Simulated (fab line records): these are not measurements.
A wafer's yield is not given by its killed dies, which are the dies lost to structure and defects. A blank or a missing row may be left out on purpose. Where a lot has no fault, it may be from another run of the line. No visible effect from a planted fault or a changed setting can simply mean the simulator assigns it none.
Which tool was responsible? || flow sky130 || 14 lots with 42 wafers sampled at 5 steps, on a route of 708 steps

== WHAT EACH GAUGE READ, for each wafer ==
SKY_FIELD_ISO_THK_MEAS_04. Usual: FIELD_ISO_CVD_03_THK gives 164.0 nm (standard deviation 1.3).
{"lot": "L708", "measured": "day 1 20:10", "on": "filmMetro-04", "FIELD_ISO_CVD_03_THK (nm)": "165.3 165.6 165.8", "flag": ""}
{"lot": "L709", "measured": "day 2 01:51", "on": "filmMetro-01", "FIELD_ISO_CVD_03_THK (nm)": "165.5 167.7 165.9", "flag": ""}
{"lot": "L711", "measured": "day 2 09:31", "on": "filmMetro-02", "FIELD_ISO_CVD_03_THK (nm)": "161.4 161.2 161.2", "flag": ""}
{"lot": "L712", "measured": "day 2 18:51", "on": "filmMetro-02", "FIELD_ISO_CVD_03_THK (nm)": "162.9 164.4 164.4", "flag": ""}
{"lot": "L713", "measured": "day 2 21:59", "on": "filmMetro-04", "FIELD_ISO_CVD_03_THK (nm)": "162.9 163.7 163.4", "flag": ""}
{"lot": "L715", "measured": "day 3 05:29", "on": "filmMetro-04", "FIELD_ISO_CVD_03_THK (nm)": "165.5 165.6 165.7", "flag": ""}
{"lot": "L719", "measured": "day 4 03:04", "on": "filmMetro-02", "FIELD_ISO_CVD_03_THK (nm)": "161.1 162.4 162.7", "flag": ""}
{"lot": "L721", "measured": "day 4 11:29", "on": "filmMetro-01", "FIELD_ISO_CVD_03_THK (nm)": "162.1 162.5 162.4", "flag": ""}
{"lot": "L722", "measured": "day 4 18:05", "on": "filmMetro-01", "FIELD_ISO_CVD_03_THK (nm)": "165.8 165.0 165.4", "flag": ""}
{"lot": "L723", "measured": "day 4 22:06", "on": "filmMetro-02", "FIELD_ISO_CVD_03_THK (nm)": "166.2 163.5 163.0", "flag": ""}
{"lot": "L724", "measured": "day 5 03:28", "on": "filmMetro-02", "FIELD_ISO_CVD_03_THK (nm)": "164.4 164.8 164.7", "flag": ""}
{"lot": "L725", "measured": "day 5 08:13", "on": "filmMetro-02", "FIELD_ISO_CVD_03_THK (nm)": "162.0 162.5 164.0", "flag": ""}
{"lot": "L727", "measured": "day 5 17:29", "on": "filmMetro-01", "FIELD_ISO_CVD_03_THK (nm)": "164.2 165.1 163.3", "flag": ""}
{"lot": "L730", "measured": "day 6 09:05", "on": "filmMetro-04", "FIELD_ISO_CVD_03_THK (nm)": "164.9 163.6 164.2", "flag": ""}

SKY_FIELD_ISO_THK_MEAS_23. Usual: FIELD_ISO_OXIDATION_01_THK gives 10.02 nm (standard deviation 0.18).
{"lot": "L708", "measured": "day 2 14:10", "on": "filmMetro-02", "FIELD_ISO_OXIDATION_01_THK (nm)": "9.72 9.83 10.09", "flag": ""}
{"lot": "L709", "measured": "day 2 20:02", "on": "filmMetro-01", "FIELD_ISO_OXIDATION_01_THK (nm)": "10.06 9.94 10.05", "flag": ""}
{"lot": "L711", "measured": "day 3 02:50", "on": "filmMetro-01", "FIELD_ISO_OXIDATION_01_THK (nm)": "10.19 10.21 10.24", "flag": ""}
{"lot": "L712", "measured": "day 3 14:07", "on": "filmMetro-04", "FIELD_ISO_OXIDATION_01_THK (nm)": "9.95 10.03 9.99", "flag": ""}
{"lot": "L713", "measured": "day 3 16:32", "on": "filmMetro-01", "FIELD_ISO_OXIDATION_01_THK (nm)": "10.34 10.08 10.17", "flag": ""}
{"lot": "L715", "measured": "day 3 23:43", "on": "filmMetro-02", "FIELD_ISO_OXIDATION_01_THK (nm)": "9.82 9.89 9.96", "flag": ""}
{"lot": "L719", "measured": "day 4 21:50", "on": "filmMetro-02", "FIELD_ISO_OXIDATION_01_THK (nm)": "9.98 9.95 10.14", "flag": ""}
{"lot": "L721", "measured": "day 5 07:33", "on": "filmMetro-02", "FIELD_ISO_OXIDATION_01_THK (nm)": "10.13 9.99 10.19", "flag": ""}
{"lot": "L722", "measured": "day 5 13:28", "on": "filmMetro-02", "FIELD_ISO_OXIDATION_01_THK (nm)": "9.96 9.86 10.06", "flag": ""}
{"lot": "L723", "measured": "day 5 18:14", "on": "filmMetro-01", "FIELD_ISO_OXIDATION_01_THK (nm)": "9.98 9.85 9.83", "flag": ""}
{"lot": "L724", "measured": "day 5 23:35", "on": "filmMetro-02", "FIELD_ISO_OXIDATION_01_THK (nm)": "9.62 9.75 9.43", "flag": ""}
{"lot": "L725", "measured": "day 6 04:26", "on": "filmMetro-04", "FIELD_ISO_OXIDATION_01_THK (nm)": "9.78 9.76 9.79", "flag": ""}
{"lot": "L727", "measured": "day 6 14:12", "on": "filmMetro-01", "FIELD_ISO_OXIDATION_01_THK (nm)": "10.12 10.20 10.27", "flag": ""}
{"lot": "L730", "measured": "day 7 06:36", "on": "filmMetro-01", "FIELD_ISO_OXIDATION_01_THK (nm)": "10.07 9.82 10.06", "flag": ""}

SKY_NWELL_TW_MEAS_15. Usual: NWELL_TW gives 1821 (standard deviation 15).
{"lot": "L708", "measured": "day 4 21:39", "on": "filmMetro-01", "NWELL_TW": "1806 1822 1808", "flag": ""}
{"lot": "L709", "measured": "day 5 02:19", "on": "filmMetro-02", "NWELL_TW": "1805 1813 1810", "flag": ""}
{"lot": "L711", "measured": "day 5 13:44", "on": "filmMetro-02", "NWELL_TW": "1818 1809 1809", "flag": ""}
{"lot": "L712", "measured": "day 6 00:57", "on": "filmMetro-03", "NWELL_TW": "30 30 30", "flag": "OFF"}
{"lot": "L713", "measured": "day 6 04:19", "on": "filmMetro-03", "NWELL_TW": "30 30 30", "flag": "OFF"}
{"lot": "L715", "measured": "day 6 12:00", "on": "filmMetro-02", "NWELL_TW": "1815 1822 1812", "flag": ""}
{"lot": "L719", "measured": "day 7 11:12", "on": "filmMetro-01", "NWELL_TW": "1803 1813 1813", "flag": ""}
{"lot": "L721", "measured": "day 7 23:26", "on": "filmMetro-03", "NWELL_TW": "1836 1842 1843", "flag": ""}
{"lot": "L722", "measured": "day 8 06:31", "on": "filmMetro-02", "NWELL_TW": "1800 1798 1798", "flag": ""}
{"lot": "L723", "measured": "day 8 11:05", "on": "filmMetro-03", "NWELL_TW": "1839 1829 1845", "flag": ""}
{"lot": "L724", "measured": "day 8 17:40", "on": "filmMetro-03", "NWELL_TW": "1828 1847 1841", "flag": ""}
{"lot": "L725", "measured": "day 8 22:12", "on": "filmMetro-03", "NWELL_TW": "1829 1831 1843", "flag": ""}
{"lot": "L727", "measured": "day 9 07:52", "on": "filmMetro-03", "NWELL_TW": "1838 1845 1837", "flag": ""}
{"lot": "L730", "measured": "day 10 03:03", "on": "filmMetro-03", "NWELL_TW": "1837 1837 1838", "flag": ""}

== WHICH TOOL RAN EACH LOT (tool, then ch and the chambers of the sampled wafers, then the start) ==
{"lot": "L708", "SKY_PWDE_STRIP_09": "plasmaAsher-01 ch 0,1, day 4 04:01", "SKY_NWELL_STRIP_14": "plasmaAsher-01 ch 0,1, day 4 21:33"}
{"lot": "L709", "SKY_PWDE_STRIP_09": "plasmaAsher-01 ch 0,1, day 4 08:51", "SKY_NWELL_STRIP_14": "plasmaAsher-01 ch 0,1, day 5 02:13"}
{"lot": "L711", "SKY_PWDE_STRIP_09": "plasmaAsher-02 ch 0,1, day 4 19:00", "SKY_NWELL_STRIP_14": "plasmaAsher-03 ch 0,1, day 5 13:38"}
{"lot": "L712", "SKY_PWDE_STRIP_09": "plasmaAsher-04 ch 0,1, day 5 06:17", "SKY_NWELL_STRIP_14": "plasmaAsher-02 ch 0,1, day 6 00:50"}
{"lot": "L713", "SKY_PWDE_STRIP_09": "plasmaAsher-02 ch 0,1, day 5 08:52", "SKY_NWELL_STRIP_14": "plasmaAsher-03 ch 0,1, day 6 04:13"}
{"lot": "L715", "SKY_PWDE_STRIP_09": "plasmaAsher-04 ch 0, day 5 16:53", "SKY_NWELL_STRIP_14": "plasmaAsher-01 ch 0,1, day 6 11:54"}
{"lot": "L719", "SKY_PWDE_STRIP_09": "plasmaAsher-04 ch 0,1, day 6 14:34", "SKY_NWELL_STRIP_14": "plasmaAsher-01 ch 1, day 7 11:06"}
{"lot": "L721", "SKY_PWDE_STRIP_09": "plasmaAsher-02 ch 0,1, day 7 02:44", "SKY_NWELL_STRIP_14": "plasmaAsher-02 ch 0,1, day 7 23:19"}
{"lot": "L722", "SKY_PWDE_STRIP_09": "plasmaAsher-04 ch 0,1, day 7 08:53", "SKY_NWELL_STRIP_14": "plasmaAsher-03 ch 0,1, day 8 06:26"}
{"lot": "L723", "SKY_PWDE_STRIP_09": "plasmaAsher-02 ch 0,1, day 7 13:30", "SKY_NWELL_STRIP_14": "plasmaAsher-01 ch 0, day 8 10:59"}
{"lot": "L724", "SKY_PWDE_STRIP_09": "plasmaAsher-02 ch 1, day 7 19:41", "SKY_NWELL_STRIP_14": "plasmaAsher-03 ch 0,1, day 8 17:33"}
{"lot": "L725", "SKY_PWDE_STRIP_09": "plasmaAsher-02 ch 0,1, day 8 00:38", "SKY_NWELL_STRIP_14": "plasmaAsher-02 ch 0,1, day 8 22:06"}
{"lot": "L727", "SKY_PWDE_STRIP_09": "plasmaAsher-02 ch 0,1, day 8 10:24", "SKY_NWELL_STRIP_14": "plasmaAsher-03 ch 1, day 9 07:46"}
{"lot": "L730", "SKY_PWDE_STRIP_09": "plasmaAsher-02 ch 0,1, day 9 05:06", "SKY_NWELL_STRIP_14": "plasmaAsher-02 ch 0,1, day 10 02:57"}
- SKY_PWDE_STRIP_09: strips in O2/N2.
- SKY_NWELL_STRIP_14: strips in O2/N2.

== WHAT THE TOOLS THEMSELVES READ (means of the sampled wafers that have a number; where no wafer has one, the mark that the record gives instead) ==
SKY_PWDE_STRIP_09. Usual: chamberPressureMTorr 1500.1 mTorr, standard deviation 1.3; drypumpMotorCurrentA 5.73 A, standard deviation 0.3; oesProductAu 0.722 a.u., standard deviation 0.0048; stripTimeToEndpointS 36.88 s, standard deviation 0.11.
{"lot": "L708", "tool": "plasmaAsher-01", "chamberPressureMTorr (mTorr)": 1500.6, "drypumpMotorCurrentA (A)": 5.81, "oesProductAu (a.u.)": 0.724, "stripTimeToEndpointS (s)": 36.81, "flag": ""}
{"lot": "L709", "tool": "plasmaAsher-01", "chamberPressureMTorr (mTorr)": 1498.0, "drypumpMotorCurrentA (A)": 6.09, "oesProductAu (a.u.)": 0.719, "stripTimeToEndpointS (s)": 36.91, "flag": ""}
{"lot": "L711", "tool": "plasmaAsher-02", "chamberPressureMTorr (mTorr)": 1500.8, "drypumpMotorCurrentA (A)": 5.51, "oesProductAu (a.u.)": 0.722, "stripTimeToEndpointS (s)": 36.91, "flag": ""}
{"lot": "L712", "tool": "plasmaAsher-04", "chamberPressureMTorr (mTorr)": "-", "drypumpMotorCurrentA (A)": "-", "oesProductAu (a.u.)": "-", "stripTimeToEndpointS (s)": "-", "flag": "OFF"}
{"lot": "L713", "tool": "plasmaAsher-02", "chamberPressureMTorr (mTorr)": "-", "drypumpMotorCurrentA (A)": "-", "oesProductAu (a.u.)": "-", "stripTimeToEndpointS (s)": "-", "flag": "OFF"}
{"lot": "L715", "tool": "plasmaAsher-04", "chamberPressureMTorr (mTorr)": 1500.0, "drypumpMotorCurrentA (A)": 5.62, "oesProductAu (a.u.)": 0.720, "stripTimeToEndpointS (s)": 36.89, "flag": ""}
{"lot": "L719", "tool": "plasmaAsher-04", "chamberPressureMTorr (mTorr)": 1499.2, "drypumpMotorCurrentA (A)": 5.82, "oesProductAu (a.u.)": 0.717, "stripTimeToEndpointS (s)": 36.89, "flag": ""}
{"lot": "L721", "tool": "plasmaAsher-02", "chamberPressureMTorr (mTorr)": 1499.2, "drypumpMotorCurrentA (A)": 5.52, "oesProductAu (a.u.)": 0.725, "stripTimeToEndpointS (s)": 36.85, "flag": ""}
{"lot": "L722", "tool": "plasmaAsher-04", "chamberPressureMTorr (mTorr)": 1501.0, "drypumpMotorCurrentA (A)": 5.72, "oesProductAu (a.u.)": 0.727, "stripTimeToEndpointS (s)": 36.88, "flag": ""}
{"lot": "L723", "tool": "plasmaAsher-02", "chamberPressureMTorr (mTorr)": 1501.5, "drypumpMotorCurrentA (A)": 5.50, "oesProductAu (a.u.)": 0.723, "stripTimeToEndpointS (s)": 36.85, "flag": ""}
{"lot": "L724", "tool": "plasmaAsher-02", "chamberPressureMTorr (mTorr)": 1500.2, "drypumpMotorCurrentA (A)": 5.45, "oesProductAu (a.u.)": 0.725, "stripTimeToEndpointS (s)": 36.80, "flag": ""}
{"lot": "L725", "tool": "plasmaAsher-02", "chamberPressureMTorr (mTorr)": 1499.5, "drypumpMotorCurrentA (A)": 5.52, "oesProductAu (a.u.)": 0.721, "stripTimeToEndpointS (s)": 36.85, "flag": ""}
{"lot": "L727", "tool": "plasmaAsher-02", "chamberPressureMTorr (mTorr)": 1500.7, "drypumpMotorCurrentA (A)": 5.50, "oesProductAu (a.u.)": 0.720, "stripTimeToEndpointS (s)": 36.84, "flag": ""}
{"lot": "L730", "tool": "plasmaAsher-02", "chamberPressureMTorr (mTorr)": 1500.3, "drypumpMotorCurrentA (A)": 5.54, "oesProductAu (a.u.)": 0.720, "stripTimeToEndpointS (s)": 37.02, "flag": ""}

SKY_NWELL_STRIP_14. Usual: chamberPressureMTorr 1500.1 mTorr, standard deviation 1.5; drypumpMotorCurrentA 5.7 A, standard deviation 0.42; oesProductAu 0.722 a.u., standard deviation 0.0049; stripTimeToEndpointS 36.93 s, standard deviation 0.096.
{"lot": "L708", "tool": "plasmaAsher-01", "chamberPressureMTorr (mTorr)": 1501.8, "drypumpMotorCurrentA (A)": 6.1, "oesProductAu (a.u.)": 0.727, "stripTimeToEndpointS (s)": 36.94, "flag": ""}
{"lot": "L709", "tool": "plasmaAsher-01", "chamberPressureMTorr (mTorr)": 1500.5, "drypumpMotorCurrentA (A)": 5.8, "oesProductAu (a.u.)": 0.720, "stripTimeToEndpointS (s)": 36.91, "flag": ""}
{"lot": "L711", "tool": "plasmaAsher-03", "chamberPressureMTorr (mTorr)": 1499.6, "drypumpMotorCurrentA (A)": 5.7, "oesProductAu (a.u.)": 0.721, "stripTimeToEndpointS (s)": 36.98, "flag": ""}
{"lot": "L712", "tool": "plasmaAsher-02", "chamberPressureMTorr (mTorr)": 1500.3, "drypumpMotorCurrentA (A)": 5.5, "oesProductAu (a.u.)": 0.734, "stripTimeToEndpointS (s)": 81.10, "flag": "OFF"}
{"lot": "L713", "tool": "plasmaAsher-03", "chamberPressureMTorr (mTorr)": 1499.6, "drypumpMotorCurrentA (A)": 5.4, "oesProductAu (a.u.)": 0.739, "stripTimeToEndpointS (s)": 80.90, "flag": "OFF"}
{"lot": "L715", "tool": "plasmaAsher-01", "chamberPressureMTorr (mTorr)": 1499.1, "drypumpMotorCurrentA (A)": 5.9, "oesProductAu (a.u.)": 0.722, "stripTimeToEndpointS (s)": 36.74, "flag": ""}
{"lot": "L719", "tool": "plasmaAsher-01", "chamberPressureMTorr (mTorr)": 1499.2, "drypumpMotorCurrentA (A)": 5.5, "oesProductAu (a.u.)": 0.718, "stripTimeToEndpointS (s)": 36.85, "flag": ""}
{"lot": "L721", "tool": "plasmaAsher-02", "chamberPressureMTorr (mTorr)": 1500.9, "drypumpMotorCurrentA (A)": 5.5, "oesProductAu (a.u.)": 0.721, "stripTimeToEndpointS (s)": 36.85, "flag": ""}
{"lot": "L722", "tool": "plasmaAsher-03", "chamberPressureMTorr (mTorr)": 1499.2, "drypumpMotorCurrentA (A)": 5.7, "oesProductAu (a.u.)": 0.720, "stripTimeToEndpointS (s)": 37.06, "flag": ""}
{"lot": "L723", "tool": "plasmaAsher-01", "chamberPressureMTorr (mTorr)": 1501.2, "drypumpMotorCurrentA (A)": 6.4, "oesProductAu (a.u.)": 0.726, "stripTimeToEndpointS (s)": 36.94, "flag": ""}
{"lot": "L724", "tool": "plasmaAsher-03", "chamberPressureMTorr (mTorr)": 1500.7, "drypumpMotorCurrentA (A)": 5.4, "oesProductAu (a.u.)": 0.725, "stripTimeToEndpointS (s)": 37.02, "flag": ""}
{"lot": "L725", "tool": "plasmaAsher-02", "chamberPressureMTorr (mTorr)": 1499.9, "drypumpMotorCurrentA (A)": 5.5, "oesProductAu (a.u.)": 0.723, "stripTimeToEndpointS (s)": 36.87, "flag": ""}
{"lot": "L727", "tool": "plasmaAsher-03", "chamberPressureMTorr (mTorr)": 1499.1, "drypumpMotorCurrentA (A)": 6.0, "oesProductAu (a.u.)": 0.725, "stripTimeToEndpointS (s)": 36.98, "flag": ""}
{"lot": "L730", "tool": "plasmaAsher-02", "chamberPressureMTorr (mTorr)": 1500.6, "drypumpMotorCurrentA (A)": 5.5, "oesProductAu (a.u.)": 0.724, "stripTimeToEndpointS (s)": 36.85, "flag": ""}

== THE ANSWER, worked out from the rows above alone ==
Rule: a lot counts as off when the mean over its wafers that have a number is more than 3 standard deviations away from the usual mean. A lot without any number at a reading at which 4 lots or more have one is off too. Where the step has rows for the other lots, those lots are counted as sound. The gauges are gone through in route order, then the tools' own readings, and for those a lot's mean is taken as printed above. The first step at which some lot is off is used, and at that step the reading that is off furthest; a lot without a number counts as furthest.
Off: L712, L713, at SKY_NWELL_TW_MEAS_15 (NWELL_TW).
If a tool, at a process step before that reading, ran all the lots that are off and no sound lot after the first of them, it fits. The gauges at SKY_NWELL_TW_MEAS_15 aren't tried: what is off there is off at SKY_PWDE_STRIP_09 too, on other tools, and a gauge's error can't cause that. Not one of the candidates tried fits.

== WHAT THE SIMULATOR HAD PUT IN ==
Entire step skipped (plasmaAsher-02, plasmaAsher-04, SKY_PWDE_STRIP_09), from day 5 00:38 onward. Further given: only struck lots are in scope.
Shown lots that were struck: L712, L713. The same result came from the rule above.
